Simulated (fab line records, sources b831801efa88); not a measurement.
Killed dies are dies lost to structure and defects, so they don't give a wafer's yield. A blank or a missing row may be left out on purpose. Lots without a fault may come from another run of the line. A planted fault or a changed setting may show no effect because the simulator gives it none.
fab line records | flow sky130
record lots=6 wafers=18 last_day=50
route steps=708 shown PWDE@52 NWELL@56 PAD_OPEN@708
lots that met no fault: from a run of the same line without faults
start_h: hours from the record's first day to the start of the lot's first wafer shown | wait_h: hours since the lot's step before | " the same as in the row above | L1.1+2: a row that stands for several wafers | - no value, or no start given | * or withheld: withheld | < > ~ a bound
route shown NAME@n: a module of which the file shows steps, and the number in the route of the first | usual: mean/standard deviation of fault-free wafers | same: alike in all rows | chamber/n: place in a boat | sites: the reading at each site | _std_site: their standard deviation | _edge_site: outer sites' mean less inner sites' | radius_mm: how far each site lies from the wafer's centre | mask NAME#n: copy n | behind: the tool/chamber that last shaped the wafer | hold: why the lot was held/for how many hours/how that ended | device: the transistor (n, p or np) that didn't switch | end of line: the same wafers' tests at the end of the route | a step without rows: its recipe alone | killed: dies lost to structure and defects at the first sort, not the wafer's yield | map: a wafer's dies, x killed, . not, _ none there
set.NAME: the setting as run; set.NAME@STEP: as run at that earlier step | model.NAME: the simulator's own value behind a step, which no gauge read
lots at some steps of the route; a table a step, a row a wafer
services: from which hour (start_h, from the record's first day; less than 0 if before it) a tool's chamber was out of use, for how many hours, and why
## steps
# step SKY_PWDE_OVL_MEAS_07
# usual PWDE_OVL=0.6/1.5
# columns lot.wafer tool chamber start_h wait_h PWDE_OVL[nm]
L626.1 overlay-02 - 85.77 - 0.3
L626.2 " - " " -0.1
L626.6 " - " " -0.6
L629.1 overlay-02 - 94.63 - 0.9
L629.5 " - " " 0.0
L629.6 " - " " 2.0
L639.2 overlay-02 - 149.97 - 0.9
L639.3 " - " " -0.1
L639.5 " - " " 2.1
L642.3 overlay-02 - 162.99 - 0.2
L642.5 " - " " 0.2
L642.6 " - " " 0.0
L647.1 overlay-02 - 197.88 - -2.8
L647.2 " - " " -0.9
L647.3 " - " " -0.2
L648.2 overlay-02 - 202.67 - 0.0
L648.5 " - " " 0.3
L648.6 " - " " 0.3
# step SKY_PWDE_IMPLANT_08
# recipe species=B energy_kev=150 dose_cm2=3.6e+12 tilt_deg=withheld
# step SKY_PWDE_STRIP_09
# recipe chemistry=O2/N2 power_w=1400 pressure_mtorr=1500 platen_temp_c=withheld o2_flow_sccm=3000 n2_flow_sccm=300 overash_fraction=0.5
# usual drypump_motor_current_A=5.7/0.42 oes_product_au=0.723/0.0047 strip_time_to_endpoint_s=36.91/0.11
# columns lot.wafer tool chamber start_h wait_h drypump_motor_current_A oes_product_au rf_hours_counter_h strip_time_to_endpoint_s
L626.1 plasma_asher-02 0 85.95 0.1 6.3 0.719 41 36.87
L626.2 " 1 " " 5.2 0.725 41 36.83
L626.6 " 0 " " 6.3 0.726 - 36.81
L629.1 plasma_asher-03 1 94.82 0.1 5.7 0.720 28 37.03
L629.5 " 1 " " 5.7 0.719 - 36.87
L629.6 " 0 " " 6.0 0.722 - 36.91
L639.2 plasma_asher-02 0 150.15 0.1 6.4 0.725 47 36.91
L639.3 " 1 " " 5.2 0.718 - 36.87
L639.5 " 0 " " 6.4 0.732 - 36.73
L642.3 plasma_asher-03 1 163.20 0.1 5.7 0.735 - 36.89
L642.5 " 0 " " 6.0 0.722 - 36.97
L642.6 " 1 " " 5.7 0.724 - 36.93
L647.1 plasma_asher-04 1 198.07 0.1 5.7 0.716 49 36.99
L647.2 " 0 " " 5.3 0.731 49 36.97
L647.3 " 0 " " 5.3 0.729 - 37.09
L648.2 plasma_asher-03 1 202.85 0.1 5.7 0.718 39 37.15
L648.5 " 1 " " 5.7 0.724 - 37.15
L648.6 " 0 " " 6.0 0.718 - 37.06
# step SKY_PWDE_TW_MEAS_10
# usual PWDE_TW=375.3/3
# columns lot.wafer tool chamber start_h wait_h PWDE_TW
L626.1 film_metro-01 - 86.05 0.1 379.2
L626.2 " - " " 382.5
L626.6 " - " " 379.4
L629.1 film_metro-03 - 94.92 0.1 372.4
L629.5 " - " " 372.7
L629.6 " - " " 373.3
L639.2 film_metro-01 - 150.26 0.1 376.6
L639.3 " - " " 376.5
L639.5 " - " " 375.7
L642.3 film_metro-03 - 163.29 0.1 370.6
L642.5 " - " " 370.6
L642.6 " - " " 372.5
L647.1 film_metro-01 - 198.17 0.1 378.6
L647.2 " - " " 380.0
L647.3 " - " " 379.3
L648.2 film_metro-03 - 202.96 0.1 371.5
L648.5 " - " " 371.4
L648.6 " - " " 370.3
# step SKY_NWELL_DEHYDRATE_03
# recipe temp_c=200 time_s=60
# step SKY_NWELL_HMDS_04
# recipe prime_time_s=60 prime_temp_c=120
# step SKY_NWELL_COAT_05
# recipe spin_rpm=2000 resist_thk_nm=3000
# step SKY_NWELL_SOFTBAKE_06
# recipe temp_c=110 time_s=withheld
# step SKY_NWELL_EXPOSE_07
# recipe mask_id=NWM na=0.6 source_shape=conventional sigma_outer=0.6 polarization=unpolarized target_cd_nm=840 dose_mj=255
# step SKY_NWELL_PEB_08
# recipe temp_c=115 time_s=withheld
# step SKY_NWELL_DEVELOP_09
# recipe wall_angle_deg=90 developer=TMAH develop_time_s=60 dev_temp_c=23
# step SKY_NWELL_OVL_MEAS_10
# usual NWELL_00_OVL=0.0/1.2
# columns lot.wafer tool chamber start_h wait_h NWELL_00_OVL[nm]
L626.1 overlay-01 - 103.70 - -0.7
L626.2 " - " " 0.3
L626.6 " - " " 0.8
L629.1 overlay-02 - 112.75 - 1.5
L629.5 " - " " 1.5
L629.6 " - " " 0.5
L639.2 overlay-02 - 168.80 - 1.8
L639.3 " - " " 1.5
L639.5 " - " " 1.0
L642.3 overlay-01 - 183.66 - 0.2
L642.5 " - " " 1.9
L642.6 " - " " 1.0
L647.1 overlay-01 - 219.75 - 0.9
L647.2 " - " " -0.4
L647.3 " - " " -0.6
L648.2 overlay-02 - 225.52 - -0.2
L648.5 " - " " -0.9
L648.6 " - " " -0.8
# step SKY_NWELL_IMPLANT_11
# recipe species=P energy_kev=400 dose_cm2=1.9e+13 tilt_deg=withheld
# usual faraday_current_uA=106.9/2.2
# columns lot.wafer tool chamber start_h wait_h faraday_current_uA
L626.1 implanter-01 0 103.74 0.0 108.3
L626.2 " 0 " " 105.7
L626.6 " 0 " " 107.9
L629.1 implanter-02 0 112.78 0.0 109.4
L629.5 " 0 " " 104.0
L629.6 " 0 " " 108.9
L639.2 implanter-01 0 168.86 0.0 110.0
L639.3 " 0 " " 109.2
L639.5 " 0 " " 104.5
L642.3 implanter-01 0 183.73 0.1 107.3
L642.5 " 0 " " 106.8
L642.6 " 0 " " 106.3
L647.1 implanter-02 0 219.78 0.0 110.3
L647.2 " 0 " " 106.8
L647.3 " 0 " " 106.1
L648.2 implanter-02 0 225.58 0.0 106.7
L648.5 " 0 " " 103.0
L648.6 " 0 " " 105.4
# step SKY_NWELL_IMPLANT_12
# recipe species=P energy_kev=120 dose_cm2=1.3e+12 tilt_deg=withheld
# step SKY_NWELL_IMPLANT_13
# recipe species=P energy_kev=50 dose_cm2=7e+11 tilt_deg=withheld
# step SKY_NWELL_STRIP_14
# recipe chemistry=O2/N2 power_w=1400 pressure_mtorr=1500 platen_temp_c=withheld o2_flow_sccm=3000 n2_flow_sccm=300 overash_fraction=0.5
# usual drypump_motor_current_A=5.71/0.19 oes_product_au=0.723/0.0049 strip_time_to_endpoint_s=36.94/0.13
# columns lot.wafer tool chamber start_h wait_h drypump_motor_current_A oes_product_au rf_hours_counter_h strip_time_to_endpoint_s
L626.1 plasma_asher-03 0 104.19 0.1 5.94 0.719 29 36.84
L626.2 " 1 " " 5.68 0.720 29 36.91
L626.6 " 1 " " 5.69 0.724 - 36.85
L629.1 plasma_asher-03 0 113.23 0.1 5.95 0.715 30 36.82
L629.5 " 1 " " 5.69 0.724 - 36.88
L629.6 " 0 " " 5.96 0.719 - 36.91
L639.2 plasma_asher-03 1 169.28 0.1 5.68 0.724 36 36.93
L639.3 " 1 " " 5.68 0.722 - 36.86
L639.5 " 1 " " 5.69 0.727 - 36.90
L642.3 plasma_asher-01 1 184.17 0.1 5.73 0.722 - 36.83
L642.5 " 1 " " 5.74 0.721 - 36.79
L642.6 " 0 " " 5.76 0.710 - 36.97
L647.1 plasma_asher-04 0 220.23 0.1 5.28 0.713 51 36.86
L647.2 " 1 " " 5.64 0.720 51 36.79
L647.3 " 1 " " 5.65 0.729 - 36.81
L648.2 plasma_asher-01 0 226.00 0.1 5.73 0.718 11 37.05
L648.5 " 1 " " 5.72 0.730 - 37.15
L648.6 " 0 " " 5.74 0.726 - 37.18
# step SKY_NWELL_TW_MEAS_15
# usual NWELL_TW=1821/13
# columns lot.wafer tool chamber start_h wait_h hold NWELL_TW
L626.1 film_metro-03 - 104.29 0.1 - 1821
L626.2 " - " " - 1824
L626.6 " - " " - 1818
L629.1 film_metro-03 - 113.33 0.1 - 1812
L629.5 " - " " - 1804
L629.6 " - " " - 1807
L639.2 film_metro-01 - 169.39 0.1 - 1841
L639.3 " - " " - 1838
L639.5 " - " " - 1849
L642.3 film_metro-03 - 184.25 0.1 - 1814
L642.5 " - " " - 1823
L642.6 " - " " - 1821
L647.1 film_metro-03 - 220.33 0.1 await_dispo/0.2h/release 1825
L647.2 " - " " await_dispo/0.2h/release 1681
L647.3 " - " " await_dispo/0.2h/release 1677
L647.1 film_metro-03 - 220.58 0.2 - 1817
L647.2 " - " " - 1674
L647.3 " - " " - 1678
L648.2 film_metro-03 - 226.11 0.1 await_dispo/0.2h/release 1671
L648.5 " - " " await_dispo/0.2h/release 1821
L648.6 " - " " await_dispo/0.2h/release 1821
L648.2 film_metro-03 - 226.34 0.2 - 1676
L648.5 " - " " - 1821
L648.6 " - " " - 1822
# step SKY_NWELL_HMDS_17
# recipe prime_time_s=60 prime_temp_c=120
# step SKY_NWELL_COAT_18
# recipe spin_rpm=2000 resist_thk_nm=3000
# step SKY_NWELL_SOFTBAKE_19
# recipe temp_c=110 time_s=withheld
# step SKY_NWELL_EXPOSE_20
# recipe mask_id=NWM_COMPLEMENT na=0.6 source_shape=conventional sigma_outer=0.6 polarization=unpolarized target_cd_nm=840 dose_mj=260
# step SKY_NWELL_PEB_21
# recipe temp_c=115 time_s=withheld
# step SKY_NWELL_DEVELOP_22
# recipe wall_angle_deg=90 developer=TMAH develop_time_s=60 dev_temp_c=23
# step SKY_NWELL_OVL_MEAS_23
# usual NWELL_01_OVL=-0.4/1.1
# columns lot.wafer tool chamber start_h wait_h NWELL_01_OVL[nm]
L626.1 overlay-01 - 122.20 - -2.8
L626.2 " - " " -1.0
L626.6 " - " " -0.9
L629.1 overlay-01 - 132.30 - -1.2
L629.5 " - " " -3.0
L629.6 " - " " -0.7
L639.2 overlay-02 - 189.80 - 1.1
L639.3 " - " " 0.8
L639.5 " - " " 0.3
L642.3 overlay-01 - 205.36 - -1.9
L642.5 " - " " -0.5
L642.6 " - " " -0.5
L647.1 overlay-01 - 243.10 - -2.0
L647.2 " - " " -2.7
L647.3 " - " " -1.5
L648.2 overlay-02 - 248.47 - -1.2
L648.5 " - " " -1.0
L648.6 " - " " -1.0
# step SKY_NWELL_IMPLANT_24
# recipe species=B energy_kev=140 dose_cm2=9.2e+12 tilt_deg=withheld
# step SKY_NWELL_STRIP_25
# recipe chemistry=O2/N2 power_w=1400 pressure_mtorr=1500 platen_temp_c=withheld o2_flow_sccm=3000 n2_flow_sccm=300 overash_fraction=0.5
# usual drypump_motor_current_A=5.67/0.19 oes_product_au=0.722/0.0049 strip_time_to_endpoint_s=36.95/0.11
# columns lot.wafer tool chamber start_h wait_h drypump_motor_current_A oes_product_au rf_hours_counter_h strip_time_to_endpoint_s
L626.1 plasma_asher-04 1 122.39 0.1 5.65 0.722 42 37.04
L626.2 " 0 " " 5.29 0.726 42 36.99
L626.6 " 0 " " 5.30 0.724 - 36.94
L629.1 plasma_asher-01 1 132.49 0.1 5.73 0.720 1 36.90
L629.5 " 0 " " 5.76 0.727 - 36.88
L629.6 " 1 " " 5.73 0.720 - 36.81
L639.2 plasma_asher-03 0 189.98 0.1 5.96 0.723 38 36.80
L639.3 " 1 " " 5.69 0.725 - 36.95
L639.5 " 1 " " 5.68 0.722 - 36.91
L642.3 plasma_asher-04 0 205.57 0.1 5.31 0.718 - 36.83
L642.5 " 0 " " 5.32 0.717 - 36.91
L642.6 " 1 " " 5.63 0.718 - 36.93
L647.1 plasma_asher-03 1 243.29 0.1 5.69 0.730 43 36.85
L647.2 " 0 " " 5.97 0.726 43 36.96
L647.3 " 0 " " 5.96 0.728 - 36.91
L648.2 plasma_asher-03 0 248.65 0.1 5.95 0.721 43 36.86
L648.5 " 1 " " 5.69 0.723 - 36.87
L648.6 " 0 " " 5.96 0.719 - 36.90
# step SKY_NWELL_TW_MEAS_26
# usual NWELL_2_TW=498/3.3
# columns lot.wafer tool chamber start_h wait_h NWELL_2_TW
L626.1 film_metro-03 - 122.49 0.1 492
L626.2 " - " " 492
L626.6 " - " " 493
L629.1 film_metro-03 - 132.59 0.1 495
L629.5 " - " " 491
L629.6 " - " " 496
L639.2 film_metro-01 - 190.09 0.1 500
L639.3 " - " " 502
L639.5 " - " " 500
L642.3 film_metro-03 - 205.65 0.1 496
L642.5 " - " " 492
L642.6 " - " " 495
L647.1 film_metro-04 - 243.39 0.1 495
L647.2 " - " " 498
L647.3 " - " " 498
L648.2 film_metro-04 - 248.76 0.1 496
L648.5 " - " " 496
L648.6 " - " " 498
# step SKY_NWELL_CLEAN_27
# recipe chemistry=SC1/SC2 mix=1:4:20 temp_c=70 time_s=150 dry=n2_spin
# step SKY_NWELL_RTA_28
# recipe temp_c=1050 time_s=30 idle_temp_c=650 ramp_up_c_per_s=150 ramp_down_c_per_s=90 ambient=N2
# usual lamp_power_pct=25.30/0.05 wafer_temp_C_max=1054.9/1
# columns lot.wafer tool chamber start_h wait_h lamp_power_pct wafer_temp_C_max
L626.1 rtp_anneal-02 0 122.60 0.0 25.20 1054.5
L626.2 " 0 " " 25.28 1054.5
L626.6 " 0 " " 25.33 1055.5
L629.1 rtp_anneal-01 0 132.70 0.0 25.29 1054.2
L629.5 " 0 " " 25.36 1057.5
L629.6 " 0 " " 25.24 1053.9
L639.2 rtp_anneal-02 0 190.21 0.0 25.32 1056.2
L639.3 " 0 " " 25.26 1054.5
L639.5 " 0 " " 25.24 1053.8
L642.3 rtp_anneal-02 0 205.78 0.0 25.36 1053.8
L642.5 " 0 " " 25.37 1054.7
L642.6 " 0 " " 25.37 1054.6
L647.1 rtp_anneal-01 0 243.50 0.0 25.36 1053.9
L647.2 " 0 " " 25.23 1055.6
L647.3 " 0 " " 25.35 1054.8
L648.2 rtp_anneal-01 0 248.90 0.0 25.38 1054.4
L648.5 " 0 " " 25.39 1054.5
L648.6 " 0 " " 25.32 1054.9
# step SKY_NWELL_RS_MEAS_29
# recipe thk_meas_gauge=four-point-probe
# usual NWELL_RS=624.6/1.9
# columns lot.wafer tool chamber start_h wait_h hold NWELL_RS[ohm/sq]
L626.1 film_metro-01 - 122.70 0.1 - 627.0
L626.2 " - " " - 625.1
L626.6 " - " " - 626.6
L629.1 film_metro-03 - 132.80 0.1 - 626.5
L629.5 " - " " - 626.5
L629.6 " - " " - 629.1
L639.2 film_metro-04 - 190.31 0.1 - 623.7
L639.3 " - " " - 622.1
L639.5 " - " " - 623.1
L642.3 film_metro-03 - 205.89 0.1 - 623.7
L642.5 " - " " - 624.1
L642.6 " - " " - 623.1
L647.1 film_metro-04 - 243.70 0.2 await_dispo/0.2h/release 621.8
L647.2 " - " " await_dispo/0.2h/release 720.7
L647.3 " - " " await_dispo/0.2h/release 720.9
L647.1 film_metro-04 - 244.06 0.3 - 621.9
L647.2 " - " " - 720.5
L647.3 " - " " - 720.8
L648.2 film_metro-04 - 249.08 0.2 await_dispo/0.2h/release 726.0
L648.5 " - " " await_dispo/0.2h/release 625.0
L648.6 " - " " await_dispo/0.2h/release 622.8
L648.2 film_metro-04 - 249.44 0.3 - 725.4
L648.5 " - " " - 625.3
L648.6 " - " " - 622.7
# step SKY_PAD_OPEN_PROBE_99
# usual killed_at_M0_to_M3=43/7.1 killed_at_M4_up=3.3/2 killed_at_contacts=24/5.1 killed_at_front_end=15/4.6 killed_at_other=0.3/0.6 killed_dies=86/9.6 killed_open=46/7.3 killed_short=39/6.7
# same gross_dies=492 killed_at_back_side=0
# columns lot.wafer tool chamber start_h wait_h killed_at_M0_to_M3 killed_at_M4_up killed_at_contacts killed_at_front_end killed_at_other killed_dies killed_open killed_short model.etest.nfet_16v.r_on_ohm_um model.etest.pfet_16v.r_on_ohm_um model.etest.res_nwell.line_ohm_um model.etest.res_nwell.rs_ohm_sq model.etest.res_nwell.rs_ohm_sq_range model.etest.res_nwell.rs_ohm_sq_rim_less_centre model.etest.pfet_g5v0d10v5.r_on_ohm_um model.etest.tip_p_5v.rs_ohm_sq
L626.1 prober-01 - 1099.14 0.1 45 3 20 20 1 89 32 56 1.409e+04 1.512e+04 1140 959.8 12.33 2.254 4780 2853
L626.2 prober-01 - 1099.19 0.1 34 3 19 13 1 70 35 35 1.396e+04 1.481e+04 1136 941 31.37 -11.15 4747 2879
L626.6 prober-01 - 1099.39 0.2 39 2 17 14 1 73 49 23 1.389e+04 1.496e+04 1144 949.3 30.31 -2.716 4724 2856
L629.1 prober-01 - 1110.73 0.1 46 2 23 20 0 91 55 35 1.418e+04 1.58e+04 1081 931.5 28.6 -17.2 4787 2852
L629.5 prober-01 - 1110.93 0.2 50 5 27 15 1 98 42 56 1.401e+04 1.576e+04 1078 929.8 26.5 8.171 4678 2848
L629.6 prober-01 - 1110.98 0.2 50 1 22 14 0 87 44 43 1.417e+04 1.56e+04 1078 921.6 24.34 8.21 4675 2833
L639.2 prober-01 - 1162.19 0.1 31 2 23 21 1 78 38 39 1.393e+04 1.509e+04 1214 992.9 30.34 -10.59 4741 2869
L639.3 prober-01 - 1162.24 0.2 38 2 24 9 2 75 46 27 1.402e+04 1.524e+04 1203 1002 27.75 -8.358 4743 2874
L639.5 prober-01 - 1162.34 0.2 38 7 22 19 0 86 51 35 1.382e+04 1.52e+04 1183 993.5 25.99 -4.986 4723 2850
L642.3 prober-02 - 1174.48 0.2 42 1 16 18 1 78 45 31 1.414e+04 1.512e+04 1142 933.7 19.76 -5.635 4740 2869
L642.5 prober-02 - 1174.58 0.2 39 9 17 19 0 84 43 41 1.384e+04 1.49e+04 1110 921.7 23.2 -15.64 4770 2844
L642.6 prober-02 - 1174.63 0.2 46 1 32 10 0 89 54 35 1.407e+04 1.508e+04 1150 950 15.83 -8.892 4767 2845
L647.1 prober-01 - 1197.63 0.1 42 3 28 15 1 89 45 44 1.426e+04 1.524e+04 1097 910.7 27.42 -12.99 4790 2879
L647.2 prober-01 - 1197.68 0.1 32 1 20 13 0 66 39 27 1.632e+04 1.444e+04 1460 1188 250.5 -130.7 4626 2807
L647.3 prober-01 - 1197.73 0.2 44 3 32 26 0 105 53 52 1.637e+04 1.483e+04 1495 1211 282.2 -143.4 4665 2811
L648.2 prober-02 - 1202.70 0.1 47 3 24 16 1 91 49 41 1.596e+04 1.462e+04 1550 1253 318 -155.1 4584 2780
L648.5 prober-02 - 1202.85 0.2 48 7 18 11 0 84 49 35 1.412e+04 1.524e+04 1116 953.9 17.99 11.99 4692 2853
L648.6 prober-02 - 1202.90 0.2 42 5 25 15 0 87 45 42 1.414e+04 1.542e+04 1126 960.8 24.87 9.651 4715 2860
# killed by level:class
L626.1 METAL2:geometric_particle:short=10 POLY_GATE:geometric_particle:short=8 VIA1:geometric_particle:open=7 VIA1:geometric_particle:short=6 VIA2:geometric_particle:short=6 VIA2:geometric_particle:open=6 FIELD_ISO:geometric_particle:short=5 LOCAL_INTERCONNECT:geometric_particle:short=5
L626.2 CONTACT:geometric_particle:open=9 POLY_GATE:geometric_particle:short=6 METAL1:geometric_particle:short=6 VIA2:geometric_particle:open=6 METAL2:geometric_particle:short=5 VIA1:geometric_particle:open=5 LI_CONTACT:geometric_particle:open=4 CONTACT:geometric_particle:short=4
L626.6 VIA1:geometric_particle:open=15 VIA2:geometric_particle:open=9 LI_CONTACT:geometric_particle:open=6 CONTACT:geometric_particle:open=6 METAL1:geometric_particle:short=5 LOCAL_INTERCONNECT:geometric_particle:short=4 VIA3:geometric_particle:open=4 FIELD_ISO:geometric_particle:short=3
L629.1 VIA1:geometric_particle:open=15 CONTACT:geometric_particle:open=8 POLY_GATE:geometric_particle:open=7 VIA2:geometric_particle:open=6 VIA1:geometric_particle:short=5 METAL2:geometric_particle:short=5 FIELD_ISO:geometric_particle:short=4 LI_CONTACT:geometric_particle:open=4
L629.5 LI_CONTACT:geometric_particle:open=9 METAL1:geometric_particle:short=9 METAL2:geometric_particle:short=7 VIA1:geometric_particle:short=6 LOCAL_INTERCONNECT:geometric_particle:short=6 VIA1:geometric_particle:open=6 VIA2:geometric_particle:short=6 CONTACT:geometric_particle:open=5
L629.6 LI_CONTACT:geometric_particle:open=9 VIA1:geometric_particle:open=8 VIA3:geometric_particle:open=7 METAL1:geometric_particle:short=6 METAL2:geometric_particle:short=6 VIA2:geometric_particle:short=6 POLY_GATE:geometric_particle:open=5 CONTACT:geometric_particle:short=4
L639.2 POLY_GATE:geometric_particle:short=8 CONTACT:geometric_particle:open=7 VIA3:geometric_particle:open=7 LI_CONTACT:geometric_particle:open=6 CONTACT:geometric_particle:short=6 FIELD_ISO:geometric_particle:short=5 VIA1:geometric_particle:open=5 METAL2:geometric_particle:short=4
L639.3 VIA1:geometric_particle:open=10 VIA3:geometric_particle:open=9 CONTACT:geometric_particle:open=7 LI_CONTACT:geometric_particle:open=6 CONTACT:geometric_particle:short=5 LOCAL_INTERCONNECT:geometric_particle:short=4 METAL2:geometric_particle:short=4 VIA2:geometric_particle:open=4
L639.5 VIA1:geometric_particle:open=10 CONTACT:geometric_particle:open=10 POLY_GATE:geometric_particle:short=8 VIA2:geometric_particle:open=7 LI_CONTACT:geometric_particle:open=6 METAL4:geometric_particle:short=5 VIA3:geometric_particle:open=5 LOCAL_INTERCONNECT:geometric_particle:short=4
L642.3 VIA1:geometric_particle:open=7 VIA2:geometric_particle:open=7 FIELD_ISO:geometric_particle:open=6 METAL1:geometric_particle:short=6 VIA3:geometric_particle:open=6 CONTACT:geometric_particle:open=5 METAL2:geometric_particle:short=5 LI_CONTACT:geometric_particle:short=4
L642.5 VIA1:geometric_particle:open=8 METAL4:geometric_particle:short=6 CONTACT:geometric_particle:open=6 VIA3:geometric_particle:open=6 VIA2:geometric_particle:open=5 METAL2:geometric_particle:short=4 SPACER:geometric_particle:open=4 SPACER:geometric_particle:short=4
L642.6 CONTACT:geometric_particle:open=13 VIA1:geometric_particle:open=9 VIA2:geometric_particle:open=8 LI_CONTACT:geometric_particle:open=7 VIA3:geometric_particle:open=6 METAL1:geometric_particle:short=5 VIA1:geometric_particle:short=5 CONTACT:geometric_particle:short=4
L647.1 CONTACT:geometric_particle:open=12 VIA1:geometric_particle:open=7 VIA3:geometric_particle:open=7 VIA1:geometric_particle:short=6 LI_CONTACT:geometric_particle:open=6 METAL2:geometric_particle:short=6 FIELD_ISO:geometric_particle:short=4 VIA3:geometric_particle:short=4
L647.2 CONTACT:geometric_particle:open=9 LI_CONTACT:geometric_particle:open=6 VIA2:geometric_particle:open=6 VIA1:geometric_particle:open=5 FIELD_ISO:geometric_particle:open=4 METAL1:geometric_particle:short=4 METAL2:geometric_particle:short=4 FIELD_ISO:geometric_particle:short=3
L647.3 CONTACT:geometric_particle:open=13 VIA1:geometric_particle:open=9 POLY_GATE:geometric_particle:short=8 LI_CONTACT:geometric_particle:open=8 POLY_GATE:geometric_particle:open=6 VIA2:geometric_particle:open=6 FIELD_ISO:geometric_particle:short=5 METAL1:geometric_particle:short=5
L648.2 VIA3:geometric_particle:open=12 CONTACT:geometric_particle:open=8 VIA1:geometric_particle:open=7 POLY_GATE:geometric_particle:short=6 METAL1:geometric_particle:short=6 VIA3:geometric_particle:short=6 CONTACT:geometric_particle:short=5 LOCAL_INTERCONNECT:geometric_particle:open=4
L648.5 VIA1:geometric_particle:open=14 VIA3:geometric_particle:open=12 VIA3:geometric_particle:short=7 CONTACT:geometric_particle:open=6 FIELD_ISO:geometric_particle:short=5 VIA2:geometric_particle:open=5 METAL4:geometric_particle:short=5 LI_CONTACT:geometric_particle:open=4
L648.6 LI_CONTACT:geometric_particle:open=11 METAL1:geometric_particle:short=8 VIA1:geometric_particle:open=7 CONTACT:geometric_particle:open=6 METAL2:geometric_particle:short=6 VIA2:geometric_particle:open=5 CONTACT:geometric_particle:short=5 VIA3:geometric_particle:open=5
## services
# columns tool chamber start_h hours kind
implanter-02 - 71.13 1.9 repair
implanter-02 - 78.66 13.4 pm
implanter-02 - 93.94 1.8 repair
plasma_asher-02 - 96.87 0.4 repair
plasma_asher-04 - 101.50 4.3 pm
plasma_asher-01 - 108.75 9.0 pm
plasma_asher-01 0 108.75 9.0 vent_cycle
plasma_asher-01 1 108.75 9.0 vent_cycle
plasma_asher-01 0 117.75 - clean
plasma_asher-01 1 117.75 - clean
plasma_asher-03 - 122.14 1.4 repair
implanter-01 - 136.91 1.2 repair
rtp_anneal-02 - 158.43 1.5 pm
implanter-01 - 214.53 4.1 pm
implanter-01 - 221.34 1.4 repair
plasma_asher-04 - 234.59 5.4 repair
## key
first_sign step=SKY_NWELL_TW_MEAS_15 reading=visit direction=added
effect step=SKY_NWELL_TW_MEAS_15 reading=NWELL_TW direction=down sigmas=11 usual=1821 struck=1676
effect step=SKY_NWELL_RS_MEAS_29 reading=visit direction=added
effect step=SKY_NWELL_RS_MEAS_29 reading=NWELL_RS direction=up sigmas=51 usual=624.6 struck=722.5
model_effect step=SKY_PAD_OPEN_PROBE_99 value=etest.nfet_16v.r_on_ohm_um without=1.416e+04 struck=1.621e+04
met_at SKY_NWELL_IMPLANT_11
struck_wafers L647.2,L647.3,L648.2
tester_left_out L647,L648
onset_between 112.78 219.78
fault kind=process_parameter_drift tool=implanter-02 chamber=- onset_h=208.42 steps=SKY_NWELL_IMPLANT_11 channel=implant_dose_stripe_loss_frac offset=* shape=step end_h=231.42 scope=struck_wafers_only
# tester_left_out: of these lots the tester's yield and bins aren't shown, on N5 and GAA mostly nor the transistor test; their killed dies are dies lost to structure and defects alone, not to doping, threshold or leakage, so they don't give the yield
